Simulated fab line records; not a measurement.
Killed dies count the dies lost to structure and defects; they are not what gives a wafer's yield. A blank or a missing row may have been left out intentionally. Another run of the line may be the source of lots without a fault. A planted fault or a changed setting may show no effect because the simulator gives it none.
A struck lot beside a sound one / flow sky130 / 15 out of 708 route steps
Sound: these wafers, L189.1, L189.4, L189.5. Struck: wafers L199.1, L199.2, L199.3. The cause comes at the end.
For every step that has rows: the tool of each side, followed by ch and its chambers, followed by its first start. Under that, the readings that differ: sound wafers / struck wafers / difference of the means / sigmas: that difference in standard deviations of wafers without a fault.
alike: a reading whose means differ by less than 2 such deviations, as well as words and numbers matching on both sides. not compared: withheld readings; readings where some wafer has no value; bounds like >300 that might hide an equal value; numbers whose values overlap and for which the record gives no deviation.
The two part at a step that has a row with sigmas, a row that says differs or no value, or rows on one side only. When numbers do not overlap yet have no deviation, they are printed without sigmas and do not part them. A reading missing from all wafers of one side parts the sides only when that side holds two or more wafers.

first, 5 steps without rows for these wafers: SKY_VT_ADJUST_LVTN_COAT_13 (resist thk 1140 nm); SKY_VT_ADJUST_LVTN_SOFTBAKE_14 (time 60 s); SKY_VT_ADJUST_LVTN_EXPOSE_15 (exposes mask HVN STD DERIVED, target cd 600 nm); SKY_VT_ADJUST_LVTN_PEB_16; SKY_VT_ADJUST_LVTN_DEVELOP_17 (develop time 60 s).
SKY_VT_ADJUST_LVTN_OVL_MEAS_18:
  sound: overlay-01 at day 7 17:34; struck: overlay-02 at day 10 10:16
  alike: VT_ADJUST_LVTN_01_OVL
following that, these wafers have no rows for 1 step: SKY_VT_ADJUST_LVTN_IMPLANT_19.
SKY_VT_ADJUST_LVTN_STRIP_20: strips in O2/N2.
  sound on plasma-asher-04 ch 1, day 7 17:45; struck on plasma-asher-04 ch 0,1, day 10 10:27
  alike: drypump-motor-current-A, o2-flow-sccm, oes-product-au, strip-time-to-endpoint-s
  not compared: rf-hours-counter-h
SKY_VT_ADJUST_LVTN_TW_MEAS_21:
  sound: film-metro-01 at day 7 17:51; struck: film-metro-01 at day 10 10:33
reading=VT_ADJUST_LVTN_2_TW; sound=186.3 186.4 186.4; struck=189.3 188.4 188.6; difference=+2.4; sigmas=+2
then, 3 steps without rows for these wafers: SKY_VT_ADJUST_NCORE_DEHYDRATE_00 (time 60 s); SKY_VT_ADJUST_NCORE_HMDS_01 (prime time 60 s); SKY_VT_ADJUST_NCORE_COAT_02 (resist thk 1140 nm).
SKY_VT_ADJUST_NCORE_SOFTBAKE_03: time 60 s.
  sound on litho-track-01 ch 0, day 8 03:22; struck on litho-track-01 ch 0, day 10 21:22
reading=heater-power-total-W (W); sound=56.58 56.59 56.65; struck=57.26 57.24 57.27; difference=+0.65; sigmas=+14
reading=plate-temp-C (C); sound=90.12 90.02 90.14; struck=90.62 90.58 90.69; difference=+0.54; sigmas=+4
  alike: chill-plate-temp-C, resist-line-temp-C
then, 1 step without rows for these wafers: SKY_VT_ADJUST_NCORE_EXPOSE_04 (exposes mask LVTN COMPLEMENT THIN, target cd 380 nm).
-- here the record skips 38 days between the struck wafers' starts before and after, leaving off in module VT_ADJUST_NCORE and picking up in module PAD_OPEN (first step shown: number 708 of the route) --
SKY_PAD_OPEN_PROBE_99:
  sound: prober-02 at day 45 14:31; struck: prober-02 at day 48 09:39
  alike: killed_at_M0_to_M3, killed_at_M4_up, killed-at-contacts, killed-at-front-end, killed-at-other, killed-dies, killed-open, killed-short

== WHERE THEY PART ==
First at SKY_VT_ADJUST_LVTN_TW_MEAS_21; last, within this record, at SKY_VT_ADJUST_NCORE_SOFTBAKE_03. Later steps at which nothing parts them and some readings are alike: SKY_PAD_OPEN_PROBE_99.

WHY: what the simulator had put in
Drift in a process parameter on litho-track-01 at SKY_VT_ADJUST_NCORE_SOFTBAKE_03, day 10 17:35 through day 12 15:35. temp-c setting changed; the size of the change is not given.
